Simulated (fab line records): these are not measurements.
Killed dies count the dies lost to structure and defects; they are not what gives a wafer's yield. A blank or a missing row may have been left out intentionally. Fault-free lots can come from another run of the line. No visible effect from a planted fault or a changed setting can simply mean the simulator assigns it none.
What tool caused it? ; flow gf180mcu ; 13 lots, 39 wafers sampled, at 5 steps of a route of 602

== WHAT EACH GAUGE READ, for each wafer ==
GF_HV_LDD_OVL_MEAS_20. Usual: HV_LDD_01_OVL 0.2 nm, standard deviation 1.2.
lot;measured;on;HV_LDD_01_OVL (nm);flag
L463;day 10 18:11;overlay-01;1.2 1.3 0.9;
L464;day 11 01:29;overlay-02;-0.2 1.4 0.3;
L465;day 11 08:37;overlay-01;-2.4 -0.5 -0.1;
L466;day 11 17:04;overlay-02;-0.7 -0.6 0.7;
L467;day 11 23:53;overlay-01;1.0 0.8 0.7;
L468;day 12 08:02;overlay-02;3.8 2.3 2.5;
L470;day 12 23:46;overlay-02;0.4 0.6 0.3;
L471;day 13 08:54;overlay-02;-1.8 -0.6 -0.8;
L478;day 15 13:02;overlay-01;-0.5 -0.2 -1.1;
L479;day 15 19:35;overlay-02;0.1 -1.2 1.2;
L480;day 16 03:16;overlay-01;0.0 -0.2 0.0;
L484;day 17 08:03;overlay-02;-0.6 0.6 -1.5;
L486;day 18 03:57;overlay-02;1.4 0.2 1.0;

GF_HV_LDD_TW_MEAS_38. Usual: HV_LDD_3_TW 1433, standard deviation 8.8.
lot;measured;on;HV_LDD_3_TW;flag
L463;day 11 13:35;film-metro-01;1440 1437 1435;
L464;day 11 21:23;film-metro-03;1445 1433 1438;
L465;day 12 04:23;film-metro-04;1428 1429 1429;
L466;day 12 12:42;film-metro-03;1442 1451 1448;
L467;day 12 20:47;film-metro-01;1445 1447 1443;
L468;day 13 04:29;film-metro-01;1443 1435 1434;
L470;day 13 20:39;film-metro-01;1402 1397 1405;OFF
L471;day 14 05:32;film-metro-01;1407 1405 1401;OFF
L478;day 16 12:17;film-metro-01;1426 1431 1434;
L479;day 16 19:29;film-metro-03;1448 1453 1446;
L480;day 17 02:39;film-metro-01;1434 1435 1430;
L484;day 18 08:35;film-metro-01;1437 1423 1433;
L486;day 19 04:38;film-metro-04;1427 1433 1427;

GF_HV_LDD_RS_MEAS_53: measures by four-point-probe. Usual: HV_LDD_RS 418.5 ohm/sq, standard deviation 0.9.
lot;measured;on;HV_LDD_RS (ohm/sq);flag
L463;day 12 08:20;film-metro-04;417.7 418.3 417.8;
L464;day 12 17:48;film-metro-03;419.7 419.5 418.5;
L465;day 13 00:32;film-metro-01;419.8 419.2 418.8;
L466;day 13 09:06;film-metro-01;418.1 418.5 417.8;
L467;day 13 16:46;film-metro-01;417.3 418.3 418.7;
L468;day 14 01:49;film-metro-04;418.2 418.1 417.2;
L470;day 14 17:55;film-metro-03;423.1 422.8 424.0;OFF
L471;day 15 02:32;film-metro-01;425.1 424.8 424.4;OFF
L478;day 17 11:28;film-metro-01;419.6 419.2 419.6;
L479;day 17 18:27;film-metro-01;418.6 418.3 418.1;
L480;day 18 02:44;film-metro-04;419.2 419.0 418.3;
L484;day 19 09:26;film-metro-04;417.6 417.8 418.1;
L486;day 20 04:58;film-metro-01;419.5 419.1 420.7;

== WHICH TOOL RAN EACH LOT (tool, then ch and the chambers of the sampled wafers, then the start) ==
lot;GF_HV_LDD_IMPLANT_36;GF_HV_LDD_RTA_52
L463;implanter-02 ch 0, day 11 13:20;rtp-anneal-01 ch 0, day 12 08:15
L464;implanter-02 ch 0, day 11 21:08;rtp-anneal-01 ch 0, day 12 17:44
L465;implanter-04 ch 0, day 12 04:08;rtp-anneal-01 ch 0, day 13 00:28
L466;implanter-02 ch 0, day 12 12:29;rtp-anneal-01 ch 0, day 13 09:01
L467;implanter-02 ch 0, day 12 20:32;rtp-anneal-01 ch 0, day 13 16:42
L468;implanter-02 ch 0, day 13 04:14;rtp-anneal-02 ch 0, day 14 01:44
L470;implanter-02 ch 0, day 13 20:26;rtp-anneal-02 ch 0, day 14 17:49
L471;implanter-02 ch 0, day 14 05:18;rtp-anneal-02 ch 0, day 15 02:27
L478;implanter-01 ch 0, day 16 12:02;rtp-anneal-01 ch 0, day 17 11:23
L479;implanter-02 ch 0, day 16 19:14;rtp-anneal-02 ch 0, day 17 18:23
L480;implanter-04 ch 0, day 17 02:26;rtp-anneal-02 ch 0, day 18 02:40
L484;implanter-01 ch 0, day 18 08:20;rtp-anneal-01 ch 0, day 19 09:22
L486;implanter-02 ch 0, day 19 04:23;rtp-anneal-02 ch 0, day 20 04:53
- GF_HV_LDD_IMPLANT_36
- GF_HV_LDD_RTA_52: time 10 s.

== AS READ BY THE TOOLS THEMSELVES (means over the sampled wafers that have a number; for cases with no such wafer, the mark the record gives instead) ==
GF_HV_LDD_RTA_52. Usual: lamp-power-pct 30.9 %, standard deviation 2.6; wafer_temp_C_max 1004.7, standard deviation 1.
lot;tool;lamp-power-pct (%);wafer_temp_C_max;flag
L463;rtp-anneal-01;33.4;1005.1;
L464;rtp-anneal-01;33.3;1005.2;
L465;rtp-anneal-01;33.4;1005.3;
L466;rtp-anneal-01;33.3;1004.6;
L467;rtp-anneal-01;33.3;1005.1;
L468;rtp-anneal-02;28.0;1003.7;
L470;rtp-anneal-02;28.0;1004.5;
L471;rtp-anneal-02;28.0;1004.2;
L478;rtp-anneal-01;33.3;1005.6;
L479;rtp-anneal-02;28.1;1004.2;
L480;rtp-anneal-02;28.0;1004.5;
L484;rtp-anneal-01;33.4;1005.5;
L486;rtp-anneal-02;28.0;1004.3;

== THE ANSWER, worked out from the rows above alone ==
Rule: take the mean of a lot's wafers that have a number; if it is more than 3 standard deviations from the usual mean, the lot is off. Also off: a lot with no number at a reading for which 4 or more lots have one. The other lots that the step has rows for count as sound. The gauges are gone through in route order, then the tools' own readings, and for those a lot's mean is taken as printed above. At the first step where some lot is off, the reading lying furthest off is the one used; lots without a number count as furthest.
Off: L470, L471, seen at GF_HV_LDD_TW_MEAS_38 (HV_LDD_3_TW).
A tool fits if, at a process step before that reading, it ran every lot that is off, and no sound lot after the first of them. Those tools and the gauges at GF_HV_LDD_TW_MEAS_38 are tried in the same way. None of those tried fits.

== WHAT WAS PUT IN BY THE SIMULATOR ==
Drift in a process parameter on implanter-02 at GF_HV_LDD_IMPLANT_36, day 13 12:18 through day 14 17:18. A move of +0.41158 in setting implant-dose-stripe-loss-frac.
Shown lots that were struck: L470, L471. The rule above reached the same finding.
